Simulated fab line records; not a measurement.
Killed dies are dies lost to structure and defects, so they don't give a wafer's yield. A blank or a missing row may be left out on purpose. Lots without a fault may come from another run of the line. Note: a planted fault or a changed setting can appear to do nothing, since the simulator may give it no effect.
fab line records -- flow sky130
[record] lots = 24, wafers = 72, lastDay = 50
route steps=708 shown VIA1@461 VIA2@509 METAL3@534
lots untouched by any fault: they come from a run of this same line in which no faults occurred
startH: the number of hours between the record's first day and the start of the first shown wafer of the lot -- waitH: hours elapsed since this lot's preceding step -- " the same as in the row above -- L1.1+2: one row covering several wafers at once -- - either no value or no given start -- * or withheld: withheld -- < > ~ a bound
route shown NAME@n: names a module that has steps shown in the file, with the first one's number in the route -- usual: average and standard deviation across the fault-free wafers -- same: alike in all rows -- chamber/n: place in a boat -- sites: the reading at each site -- _std_site: the values' standard deviation -- _edge_site: inner sites' mean taken away from outer sites' mean -- radiusMm: how far each site lies from the wafer's centre -- mask NAME#n: copy n -- behind: the most recent tool/chamber to have shaped the wafer -- hold: reason for holding the lot/hours on hold/outcome of the hold -- device: the transistor (n, p or np) that didn't switch -- end of line: tests run on the same wafers once the route is complete -- for a step that has no rows: nothing shown but its recipe -- killed: not the wafer's yield, but the dies lost to structure and defects at the first sort -- map: the dies of a wafer, with x for killed, . for not killed, _ for no die there
set.NAME: the setting as run; set.NAME@STEP: as run at that earlier step -- model.NAME: the simulator's own value behind a step, which no gauge read
steps of the route over a sample of lots; a table a step, a row a wafer
services: from which hour (startH, from the record's first day; less than 0 if before it) a tool's chamber was out of use, for how many hours, and why
[[steps]]
[step SKY_VIA1_BOW_MEAS_03]
[recipe] mode = bow
[usual] VIA1_BOW = 78/7
lot.wafer,tool,chamber,startH,waitH,VIA1_BOW[um]
L074.2,filmMetro-04,-,752.30,0.2,89
L074.4,filmMetro-04,-,752.30,0.2,88
L074.6,filmMetro-04,-,752.30,0.2,80
L076.1,filmMetro-03,-,778.67,0.2,78
L076.3,filmMetro-03,-,778.67,0.2,82
L076.5,filmMetro-03,-,778.67,0.2,79
L075.3,filmMetro-03,-,784.84,0.3,84
L075.4,filmMetro-03,-,784.84,0.3,75
L075.5,filmMetro-03,-,784.84,0.3,86
L078.1,filmMetro-02,-,791.90,0.2,77
L078.5,filmMetro-02,-,791.90,0.2,75
L078.6,filmMetro-02,-,791.90,0.2,85
L077.1,filmMetro-04,-,797.14,0.1,69
L077.4,filmMetro-04,-,797.14,0.1,76
L077.5,filmMetro-04,-,797.14,0.1,83
L079.2,filmMetro-02,-,807.40,0.2,83
L079.3,filmMetro-02,-,807.40,0.2,92
L079.4,filmMetro-02,-,807.40,0.2,78
L080.1,filmMetro-04,-,809.70,0.2,79
L080.2,filmMetro-04,-,809.70,0.2,82
L080.3,filmMetro-04,-,809.70,0.2,69
L081.2,filmMetro-02,-,814.89,0.1,86
L081.5,filmMetro-02,-,814.89,0.1,81
L081.6,filmMetro-02,-,814.89,0.1,83
L082.1,filmMetro-04,-,821.46,0.2,79
L082.2,filmMetro-04,-,821.46,0.2,79
L082.5,filmMetro-04,-,821.46,0.2,79
L083.3,filmMetro-02,-,826.23,0.1,80
L083.4,filmMetro-02,-,826.23,0.1,77
L083.6,filmMetro-02,-,826.23,0.1,74
L084.1,filmMetro-03,-,845.54,0.2,69
L084.4,filmMetro-03,-,845.54,0.2,79
L084.5,filmMetro-03,-,845.54,0.2,79
L085.4,filmMetro-02,-,847.60,0.2,77
L085.5,filmMetro-02,-,847.60,0.2,80
L085.6,filmMetro-02,-,847.60,0.2,65
L086.1,filmMetro-02,-,848.24,0.2,97
L086.3,filmMetro-02,-,848.24,0.2,81
L086.5,filmMetro-02,-,848.24,0.2,79
L087.1,filmMetro-03,-,850.85,0.1,71
L087.3,filmMetro-03,-,850.85,0.1,89
L087.6,filmMetro-03,-,850.85,0.1,91
L088.3,filmMetro-03,-,861.84,0.2,72
L088.5,filmMetro-03,-,861.84,0.2,74
L088.6,filmMetro-03,-,861.84,0.2,79
L090.1,filmMetro-03,-,892.31,0.3,74
L090.3,filmMetro-03,-,892.31,0.3,73
L090.5,filmMetro-03,-,892.31,0.3,80
L089.1,filmMetro-04,-,893.72,0.2,66
L089.2,filmMetro-04,-,893.72,0.2,77
L089.4,filmMetro-04,-,893.72,0.2,78
L091.4,filmMetro-02,-,900.50,0.2,80
L091.5,filmMetro-02,-,900.50,0.2,84
L091.6,filmMetro-02,-,900.50,0.2,88
L093.1,filmMetro-03,-,906.83,0.2,79
L093.2,filmMetro-03,-,906.83,0.2,87
L093.6,filmMetro-03,-,906.83,0.2,66
L094.3,filmMetro-04,-,907.56,0.2,81
L094.4,filmMetro-04,-,907.56,0.2,75
L094.6,filmMetro-04,-,907.56,0.2,78
L092.1,filmMetro-04,-,909.23,0.1,76
L092.3,filmMetro-04,-,909.23,0.1,76
L092.6,filmMetro-04,-,909.23,0.1,76
L096.1,filmMetro-04,-,920.94,0.2,67
L096.4,filmMetro-04,-,920.94,0.2,69
L096.6,filmMetro-04,-,920.94,0.2,80
L095.1,filmMetro-02,-,922.84,0.2,89
L095.2,filmMetro-02,-,922.84,0.2,65
L095.3,filmMetro-02,-,922.84,0.2,79
L097.2,filmMetro-03,-,936.19,0.1,71
L097.5,filmMetro-03,-,936.19,0.1,82
L097.6,filmMetro-03,-,936.19,0.1,99
[step SKY_VIA1_OVL_MEAS_13]
[usual] VIA1_OVL = -1/6.1
lot.wafer,tool,chamber,startH,waitH,VIA1_OVL[nm]
L074.2,overlay-01,-,779.03,0.1,-6
L074.4,overlay-01,-,779.03,0.1,-4
L074.6,overlay-01,-,779.03,0.1,-4
L076.1,overlay-02,-,803.01,0.1,3
L076.3,overlay-02,-,803.01,0.1,5
L076.5,overlay-02,-,803.01,0.1,2
L075.3,overlay-02,-,809.27,0.1,-2
L075.4,overlay-02,-,809.27,0.1,-8
L075.5,overlay-02,-,809.27,0.1,-4
L078.1,overlay-02,-,815.56,0.1,11
L078.5,overlay-02,-,815.56,0.1,-1
L078.6,overlay-02,-,815.56,0.1,2
L077.1,overlay-02,-,820.56,0.1,2
L077.4,overlay-02,-,820.56,0.1,3
L077.5,overlay-02,-,820.56,0.1,6
L079.2,overlay-02,-,830.71,0.1,3
L079.3,overlay-02,-,830.71,0.1,-3
L079.4,overlay-02,-,830.71,0.1,1
L080.1,overlay-02,-,832.36,0.1,3
L080.2,overlay-02,-,832.36,0.1,6
L080.3,overlay-02,-,832.36,0.1,0
L081.2,overlay-02,-,837.32,0.1,-7
L081.5,overlay-02,-,837.32,0.1,-5
L081.6,overlay-02,-,837.32,0.1,-1
L082.1,overlay-02,-,845.91,0.1,9
L082.2,overlay-02,-,845.91,0.1,5
L082.5,overlay-02,-,845.91,0.1,4
L083.3,overlay-01,-,850.92,0.1,11
L083.4,overlay-01,-,850.92,0.1,3
L083.6,overlay-01,-,850.92,0.1,-1
L084.1,overlay-01,-,870.46,0.1,-16
L084.4,overlay-01,-,870.46,0.1,-5
L084.5,overlay-01,-,870.46,0.1,-13
L085.4,overlay-02,-,870.78,0.1,2
L085.5,overlay-02,-,870.78,0.1,-1
L085.6,overlay-02,-,870.78,0.1,0
L086.1,overlay-01,-,871.56,0.1,2
L086.3,overlay-01,-,871.56,0.1,-4
L086.5,overlay-01,-,871.56,0.1,-4
L087.1,overlay-01,-,877.36,0.1,-6
L087.3,overlay-01,-,877.36,0.1,-9
L087.6,overlay-01,-,877.36,0.1,-7
L088.3,overlay-02,-,887.79,0.1,1
L088.5,overlay-02,-,887.79,0.1,-1
L088.6,overlay-02,-,887.79,0.1,-8
L090.1,overlay-02,-,917.71,0.1,9
L090.3,overlay-02,-,917.71,0.1,5
L090.5,overlay-02,-,917.71,0.1,9
L089.1,overlay-01,-,918.66,0.1,1
L089.2,overlay-01,-,918.66,0.1,-5
L089.4,overlay-01,-,918.66,0.1,-9
L091.4,overlay-02,-,925.37,0.1,7
L091.5,overlay-02,-,925.37,0.1,8
L091.6,overlay-02,-,925.37,0.1,10
L093.1,overlay-02,-,932.21,0.1,-16
L093.2,overlay-02,-,932.21,0.1,-12
L093.6,overlay-02,-,932.21,0.1,-14
L094.3,overlay-02,-,932.77,0.1,-2
L094.4,overlay-02,-,932.77,0.1,0
L094.6,overlay-02,-,932.77,0.1,-1
L092.1,overlay-02,-,934.06,0.1,-7
L092.3,overlay-02,-,934.06,0.1,-9
L092.6,overlay-02,-,934.06,0.1,2
L096.1,overlay-02,-,945.81,0.1,-2
L096.4,overlay-02,-,945.81,0.1,-7
L096.6,overlay-02,-,945.81,0.1,-4
L095.1,overlay-01,-,947.56,0.1,0
L095.2,overlay-01,-,947.56,0.1,-9
L095.3,overlay-01,-,947.56,0.1,1
L097.2,overlay-02,-,960.17,0.1,2
L097.5,overlay-02,-,960.17,0.1,1
L097.6,overlay-02,-,960.17,0.1,2
[step SKY_VIA2_CMP_02]
[recipe] material = SiO2, downForcePsi = 4, platenRpm = 60, padVelocityMS = 0.94248
[usual] motorCurrentA = 12.2/1
lot.wafer,tool,chamber,startH,waitH,motorCurrentA
L074.2,cmp-01,1,806.39,0.1,13.4
L074.4,cmp-01,3,806.39,0.1,11.3
L074.6,cmp-01,1,806.39,0.1,13.5
L076.3,cmp-01,0,829.26,0.0,11.4
L076.1,cmp-01,2,829.26,0.0,13.4
L076.5,cmp-01,1,829.26,0.0,12.9
L075.4,cmp-02,3,834.81,0.0,13.3
L075.3,cmp-02,0,834.81,0.0,11.6
L075.5,cmp-02,0,834.81,0.0,11.6
L078.1,cmp-02,0,841.14,0.3,11.3
L078.6,cmp-02,3,841.14,0.3,12.9
L078.5,cmp-02,0,841.14,0.3,11.5
L077.1,cmp-02,3,848.55,0.1,13.1
L077.4,cmp-02,0,848.55,0.1,11.4
L077.5,cmp-02,3,848.55,0.1,13.6
L079.3,cmp-01,3,860.27,0.0,11.2
L079.4,cmp-01,0,860.27,0.0,12.2
L079.2,cmp-01,1,860.27,0.0,13.6
L080.3,cmp-02,2,861.24,0.0,10.4
L080.2,cmp-02,3,861.24,0.0,13.4
L080.1,cmp-02,1,861.24,0.0,13.0
L081.2,cmp-02,2,866.31,0.1,11.1
L081.6,cmp-02,0,866.31,0.1,10.7
L081.5,cmp-02,1,866.31,0.1,12.5
L082.2,cmp-02,0,871.96,0.1,10.6
L082.1,cmp-02,1,871.96,0.1,12.2
L082.5,cmp-02,0,871.96,0.1,11.5
L083.3,cmp-01,1,880.28,0.0,12.9
L083.4,cmp-01,3,880.28,0.0,11.0
L083.6,cmp-01,1,880.28,0.0,13.4
L084.1,cmp-01,1,900.76,1.3,13.2
L084.4,cmp-01,3,900.76,1.3,11.8
L084.5,cmp-01,2,900.76,1.3,13.8
L085.4,cmp-01,1,901.16,1.1,12.8
L085.5,cmp-01,3,901.16,1.1,11.3
L085.6,cmp-01,0,901.16,1.1,11.3
L086.3,cmp-02,2,901.29,0.7,11.6
L086.1,cmp-02,1,901.29,0.7,12.2
L086.5,cmp-02,3,901.29,0.7,13.0
L087.3,cmp-01,0,905.06,0.1,11.3
L087.1,cmp-01,1,905.06,0.1,13.2
L087.6,cmp-01,3,905.06,0.1,11.3
L088.3,cmp-01,1,914.76,0.1,13.2
L088.5,cmp-01,0,914.76,0.1,11.8
L088.6,cmp-01,1,914.76,0.1,12.5
L090.1,cmp-02,0,944.33,0.1,10.8
L090.3,cmp-02,1,944.33,0.1,12.6
L090.5,cmp-02,0,944.33,0.1,11.1
L089.4,cmp-02,2,946.24,0.0,11.0
L089.2,cmp-02,0,946.24,0.0,11.0
L089.1,cmp-02,1,946.24,0.0,12.4
L091.4,cmp-02,3,953.52,0.2,13.1
L091.5,cmp-02,1,953.52,0.2,12.3
L091.6,cmp-02,2,953.52,0.2,10.6
L093.1,cmp-01,3,959.08,0.1,10.9
L093.2,cmp-01,1,959.08,0.1,13.0
L093.6,cmp-01,3,959.08,0.1,11.4
L094.3,cmp-02,0,959.98,0.1,11.5
L094.4,cmp-02,1,959.98,0.1,12.7
L094.6,cmp-02,3,959.98,0.1,12.7
L092.1,cmp-01,3,960.77,0.1,10.6
L092.3,cmp-01,2,960.77,0.1,13.7
L092.6,cmp-01,0,960.77,0.1,11.8
L096.1,cmp-01,1,972.69,0.1,13.3
L096.4,cmp-01,2,972.69,0.1,14.3
L096.6,cmp-01,3,972.69,0.1,11.4
L095.1,cmp-01,3,973.60,0.1,10.9
L095.2,cmp-01,0,973.60,0.1,12.2
L095.3,cmp-01,1,973.60,0.1,13.3
L097.2,cmp-02,2,986.97,0.1,11.8
L097.5,cmp-02,0,986.97,0.1,11.4
L097.6,cmp-02,1,986.97,0.1,12.6
[step SKY_VIA2_RS_MEAS_22]
[recipe] thkMeasGauge = four-point-probe, reads = W_of_VIA2_CVD_21+TiN_of_VIA2_SPUTTER_20
[usual] VIA2_W_RS = 0.2730/0.0025
lot.wafer,tool,chamber,startH,waitH,VIA2_W_RS[ohm/sq]
L074.2,filmMetro-01,-,830.85,0.1,0.2736
L074.4,filmMetro-01,-,830.85,0.1,0.2696
L074.6,filmMetro-01,-,830.85,0.1,0.2770
L076.1,filmMetro-03,-,855.34,0.1,0.2756
L076.3,filmMetro-03,-,855.34,0.1,0.2769
L076.5,filmMetro-03,-,855.34,0.1,0.2739
L075.3,filmMetro-01,-,862.07,0.1,0.2753
L075.4,filmMetro-01,-,862.07,0.1,0.2715
L075.5,filmMetro-01,-,862.07,0.1,0.2722
L078.1,filmMetro-03,-,868.48,0.1,0.2717
L078.5,filmMetro-03,-,868.48,0.1,0.2750
L078.6,filmMetro-03,-,868.48,0.1,0.2735
L077.1,filmMetro-01,-,876.33,0.1,0.2706
L077.4,filmMetro-01,-,876.33,0.1,0.2766
L077.5,filmMetro-01,-,876.33,0.1,0.2734
L079.2,filmMetro-01,-,889.82,0.2,0.2732
L079.3,filmMetro-01,-,889.82,0.2,0.2746
L079.4,filmMetro-01,-,889.82,0.2,0.2726
L080.1,filmMetro-01,-,890.80,0.1,0.2773
L080.2,filmMetro-01,-,890.80,0.1,0.2694
L080.3,filmMetro-01,-,890.80,0.1,0.2757
L081.2,filmMetro-04,-,894.63,0.1,0.2750
L081.5,filmMetro-04,-,894.63,0.1,0.2719
L081.6,filmMetro-04,-,894.63,0.1,0.2749
L082.1,filmMetro-03,-,899.28,0.1,0.2719
L082.2,filmMetro-03,-,899.28,0.1,0.2704
L082.5,filmMetro-03,-,899.28,0.1,0.2711
L083.3,filmMetro-04,-,906.82,0.1,0.2729
L083.4,filmMetro-04,-,906.82,0.1,0.2719
L083.6,filmMetro-04,-,906.82,0.1,0.2722
L084.1,filmMetro-01,-,926.59,0.1,0.2701
L084.4,filmMetro-01,-,926.59,0.1,0.2699
L084.5,filmMetro-01,-,926.59,0.1,0.2679
L085.4,filmMetro-03,-,927.33,0.1,0.2699
L085.5,filmMetro-03,-,927.33,0.1,0.2704
L085.6,filmMetro-03,-,927.33,0.1,0.2696
L086.1,filmMetro-04,-,927.59,0.1,0.2704
L086.3,filmMetro-04,-,927.59,0.1,0.2735
L086.5,filmMetro-04,-,927.59,0.1,0.2720
L087.1,filmMetro-03,-,930.98,0.1,0.2702
L087.3,filmMetro-03,-,930.98,0.1,0.2698
L087.6,filmMetro-03,-,930.98,0.1,0.2716
L088.3,filmMetro-04,-,940.03,0.1,0.2771
L088.5,filmMetro-04,-,940.03,0.1,0.2761
L088.6,filmMetro-04,-,940.03,0.1,0.2757
L090.1,filmMetro-04,-,968.40,0.1,0.2740
L090.3,filmMetro-04,-,968.40,0.1,0.2786
L090.5,filmMetro-04,-,968.40,0.1,0.2752
L089.1,filmMetro-01,-,971.57,0.1,0.2744
L089.2,filmMetro-01,-,971.57,0.1,0.2751
L089.4,filmMetro-01,-,971.57,0.1,0.2740
L091.4,filmMetro-03,-,978.95,0.1,0.2756
L091.5,filmMetro-03,-,978.95,0.1,0.2776
L091.6,filmMetro-03,-,978.95,0.1,0.2786
L093.1,filmMetro-04,-,983.58,0.1,0.2753
L093.2,filmMetro-04,-,983.58,0.1,0.2755
L093.6,filmMetro-04,-,983.58,0.1,0.2778
L094.3,filmMetro-01,-,984.13,0.1,0.2720
L094.4,filmMetro-01,-,984.13,0.1,0.2716
L094.6,filmMetro-01,-,984.13,0.1,0.2722
L092.1,filmMetro-03,-,985.69,0.1,0.2717
L092.3,filmMetro-03,-,985.69,0.1,0.2740
L092.6,filmMetro-03,-,985.69,0.1,0.2722
L096.1,filmMetro-03,-,997.50,0.1,0.2707
L096.4,filmMetro-03,-,997.50,0.1,0.2700
L096.6,filmMetro-03,-,997.50,0.1,0.2699
L095.1,filmMetro-01,-,998.07,0.1,0.2753
L095.2,filmMetro-01,-,998.07,0.1,0.2695
L095.3,filmMetro-01,-,998.07,0.1,0.2680
L097.2,filmMetro-03,-,1012.15,0.1,0.2716
L097.5,filmMetro-03,-,1012.15,0.1,0.2697
L097.6,filmMetro-03,-,1012.15,0.1,0.2735
[step SKY_VIA2_THK_MEAS_23]
[recipe] thkMeasGauge = xrf, reads = W_of_VIA2_CVD_21
[usual] VIA2_W_THK = 425/6.6
lot.wafer,tool,chamber,startH,waitH,VIA2_W_THK[nm]
L074.2,filmMetro-01,-,830.96,0.1,421
L074.4,filmMetro-01,-,830.96,0.1,430
L074.6,filmMetro-01,-,830.96,0.1,420
L076.1,filmMetro-03,-,855.46,0.1,428
L076.3,filmMetro-03,-,855.46,0.1,428
L076.5,filmMetro-03,-,855.46,0.1,428
L075.3,filmMetro-01,-,862.17,0.1,422
L075.4,filmMetro-01,-,862.17,0.1,429
L075.5,filmMetro-01,-,862.17,0.1,430
L078.1,filmMetro-03,-,868.60,0.1,427
L078.5,filmMetro-03,-,868.60,0.1,424
L078.6,filmMetro-03,-,868.60,0.1,422
L077.1,filmMetro-01,-,876.45,0.1,432
L077.4,filmMetro-01,-,876.45,0.1,422
L077.5,filmMetro-01,-,876.45,0.1,428
L079.2,filmMetro-01,-,889.93,0.1,427
L079.3,filmMetro-01,-,889.93,0.1,422
L079.4,filmMetro-01,-,889.93,0.1,424
L080.1,filmMetro-01,-,890.92,0.1,421
L080.2,filmMetro-01,-,890.92,0.1,432
L080.3,filmMetro-01,-,890.92,0.1,421
L081.2,filmMetro-04,-,894.74,0.1,414
L081.5,filmMetro-04,-,894.74,0.1,419
L081.6,filmMetro-04,-,894.74,0.1,410
L082.1,filmMetro-03,-,899.40,0.1,431
L082.2,filmMetro-03,-,899.40,0.1,435
L082.5,filmMetro-03,-,899.40,0.1,431
L083.3,filmMetro-04,-,906.92,0.1,417
L083.4,filmMetro-04,-,906.92,0.1,414
L083.6,filmMetro-04,-,906.92,0.1,414
L084.1,filmMetro-01,-,926.71,0.1,431
L084.4,filmMetro-01,-,926.71,0.1,429
L084.5,filmMetro-01,-,926.71,0.1,435
L085.4,filmMetro-03,-,927.42,0.1,432
L085.5,filmMetro-03,-,927.42,0.1,434
L085.6,filmMetro-03,-,927.42,0.1,433
L086.1,filmMetro-04,-,927.71,0.1,424
L086.3,filmMetro-04,-,927.71,0.1,418
L086.5,filmMetro-04,-,927.71,0.1,421
L087.1,filmMetro-03,-,931.10,0.1,433
L087.3,filmMetro-03,-,931.10,0.1,431
L087.6,filmMetro-03,-,931.10,0.1,431
L088.3,filmMetro-04,-,940.13,0.1,415
L088.5,filmMetro-04,-,940.13,0.1,417
L088.6,filmMetro-04,-,940.13,0.1,416
L090.1,filmMetro-04,-,968.52,0.1,416
L090.3,filmMetro-04,-,968.52,0.1,411
L090.5,filmMetro-04,-,968.52,0.1,415
L089.1,filmMetro-01,-,971.69,0.1,430
L089.2,filmMetro-01,-,971.69,0.1,426
L089.4,filmMetro-01,-,971.69,0.1,428
L091.4,filmMetro-03,-,979.04,0.1,423
L091.5,filmMetro-03,-,979.04,0.1,417
L091.6,filmMetro-03,-,979.04,0.1,414
L093.1,filmMetro-04,-,983.70,0.1,415
L093.2,filmMetro-04,-,983.70,0.1,417
L093.6,filmMetro-04,-,983.70,0.1,411
L094.3,filmMetro-01,-,984.23,0.1,432
L094.4,filmMetro-01,-,984.23,0.1,430
L094.6,filmMetro-01,-,984.23,0.1,427
L092.1,filmMetro-03,-,985.81,0.1,426
L092.3,filmMetro-03,-,985.81,0.1,428
L092.6,filmMetro-03,-,985.81,0.1,428
L096.1,filmMetro-03,-,997.62,0.1,432
L096.4,filmMetro-03,-,997.62,0.1,431
L096.6,filmMetro-03,-,997.62,0.1,429
L095.1,filmMetro-01,-,998.19,0.1,426
L095.2,filmMetro-01,-,998.19,0.1,432
L095.3,filmMetro-01,-,998.19,0.1,436
L097.2,filmMetro-03,-,1012.26,0.1,426
L097.5,filmMetro-03,-,1012.26,0.1,429
L097.6,filmMetro-03,-,1012.26,0.1,423
[step SKY_METAL3_SPUTTER_02]
[recipe] material = AlCu, targetThkNm = 735, powerW = 10600, timeS = 39.1, chamberPressurePa = 0.4
[usual] throttleValvePct = 30.1/1.5
lot.wafer,tool,chamber,startH,waitH,throttleValvePct
L074.2,pvdSputter-01,-,831.36,0.0,30.4
L074.4,pvdSputter-01,-,831.36,0.0,33.0
L074.6,pvdSputter-01,-,831.36,0.0,30.5
L076.1,pvdSputter-03,-,855.87,0.0,32.3
L076.3,pvdSputter-03,-,855.87,0.0,33.3
L076.5,pvdSputter-03,-,855.87,0.0,30.4
L075.3,pvdSputter-03,-,862.56,0.0,30.2
L075.4,pvdSputter-03,-,862.56,0.0,32.2
L075.5,pvdSputter-03,-,862.56,0.0,32.7
L078.1,pvdSputter-03,-,869.12,0.0,29.1
L078.5,pvdSputter-03,-,869.12,0.0,29.3
L078.6,pvdSputter-03,-,869.12,0.0,32.2
L077.1,pvdSputter-02,-,876.86,0.0,29.5
L077.4,pvdSputter-02,-,876.86,0.0,27.8
L077.5,pvdSputter-02,-,876.86,0.0,29.6
L079.2,pvdSputter-03,-,890.35,0.0,29.4
L079.3,pvdSputter-03,-,890.35,0.0,32.4
L079.4,pvdSputter-03,-,890.35,0.0,30.7
L080.1,pvdSputter-02,-,891.33,0.0,29.3
L080.2,pvdSputter-02,-,891.33,0.0,27.8
L080.3,pvdSputter-02,-,891.33,0.0,29.7
L081.2,pvdSputter-02,-,895.16,0.0,29.2
L081.5,pvdSputter-02,-,895.16,0.0,29.4
L081.6,pvdSputter-02,-,895.16,0.0,29.6
L082.1,pvdSputter-02,-,900.81,0.0,29.7
L082.2,pvdSputter-02,-,900.81,0.0,29.5
L082.5,pvdSputter-02,-,900.81,0.0,29.4
L083.3,pvdSputter-03,-,907.31,0.0,30.7
L083.4,pvdSputter-03,-,907.31,0.0,29.3
L083.6,pvdSputter-03,-,907.31,0.0,29.3
L084.1,pvdSputter-02,-,927.11,0.0,29.6
L084.4,pvdSputter-02,-,927.11,0.0,27.7
L084.5,pvdSputter-02,-,927.11,0.0,29.7
L085.4,pvdSputter-02,-,927.80,0.0,29.7
L085.5,pvdSputter-02,-,927.80,0.0,29.3
L085.6,pvdSputter-02,-,927.80,0.0,27.7
L086.1,pvdSputter-01,-,928.12,0.0,32.8
L086.3,pvdSputter-01,-,928.12,0.0,30.3
L086.5,pvdSputter-01,-,928.12,0.0,30.4
L087.1,pvdSputter-02,-,931.51,0.0,29.3
L087.3,pvdSputter-02,-,931.51,0.0,29.4
L087.6,pvdSputter-02,-,931.51,0.0,29.8
L088.3,pvdSputter-03,-,940.52,0.0,32.3
L088.5,pvdSputter-03,-,940.52,0.0,32.5
L088.6,pvdSputter-03,-,940.52,0.0,29.4
L090.1,pvdSputter-02,-,968.92,0.0,29.4
L090.3,pvdSputter-02,-,968.92,0.0,29.7
L090.5,pvdSputter-02,-,968.92,0.0,29.4
L089.1,pvdSputter-03,-,972.10,0.0,30.4
L089.2,pvdSputter-03,-,972.10,0.0,32.8
L089.4,pvdSputter-03,-,972.10,0.0,29.6
L091.4,pvdSputter-02,-,979.42,0.0,29.6
L091.5,pvdSputter-02,-,979.42,0.0,29.1
L091.6,pvdSputter-02,-,979.42,0.0,27.8
L093.1,pvdSputter-01,-,984.10,0.0,30.4
L093.2,pvdSputter-01,-,984.10,0.0,30.3
L093.6,pvdSputter-01,-,984.10,0.0,30.8
L094.3,pvdSputter-01,-,984.61,0.0,33.0
L094.4,pvdSputter-01,-,984.61,0.0,30.7
L094.6,pvdSputter-01,-,984.61,0.0,30.6
L092.1,pvdSputter-02,-,986.32,0.0,27.8
L092.3,pvdSputter-02,-,986.32,0.0,29.4
L092.6,pvdSputter-02,-,986.32,0.0,29.4
L096.1,pvdSputter-03,-,998.02,0.0,29.4
L096.4,pvdSputter-03,-,998.02,0.0,30.6
L096.6,pvdSputter-03,-,998.02,0.0,29.5
L095.1,pvdSputter-02,-,998.59,0.0,29.9
L095.2,pvdSputter-02,-,998.59,0.0,29.4
L095.3,pvdSputter-02,-,998.59,0.0,27.8
L097.2,pvdSputter-02,-,1012.66,0.0,27.8
L097.5,pvdSputter-02,-,1012.66,0.0,29.6
L097.6,pvdSputter-02,-,1012.66,0.0,29.8
[[services]]
tool,chamber,startH,hours,kind
cmp-01,-,782.40,1.8,repair
pvdSputter-02,3,788.30,-,consumableReplace:kit
pvdSputter-02,3,788.30,18.0,scheduledDown
pvdSputter-02,3,788.30,18.0,ventCycle
cmp-02,-,789.24,4.1,repair
pvdSputter-03,-,801.65,2.0,repair
cmp-02,-,817.69,2.8,repair
cmp-02,-,826.24,1.8,repair
pvdSputter-03,0,862.66,-,consumableReplace:kit
pvdSputter-03,0,862.66,18.0,scheduledDown
pvdSputter-03,0,862.66,18.0,ventCycle
cmp-01,-,863.44,1.2,repair
pvdSputter-01,-,874.42,11.0,repair
pvdSputter-02,-,876.05,0.7,repair
cmp-02,-,895.66,5.6,pm
cmp-02,-,912.53,4.0,pm
cmp-02,-,916.53,-,consumableReplace:conditioner
cmp-02,-,916.53,-,consumableReplace:pad
cmp-01,-,920.05,1.0,repair
cmp-02,-,921.11,1.3,repair
pvdSputter-02,2,984.40,-,consumableReplace:kit
pvdSputter-02,2,984.40,18.0,scheduledDown
pvdSputter-02,2,984.40,18.0,ventCycle
cmp-02,-,1008.26,5.1,pm
[[key]]
fault none
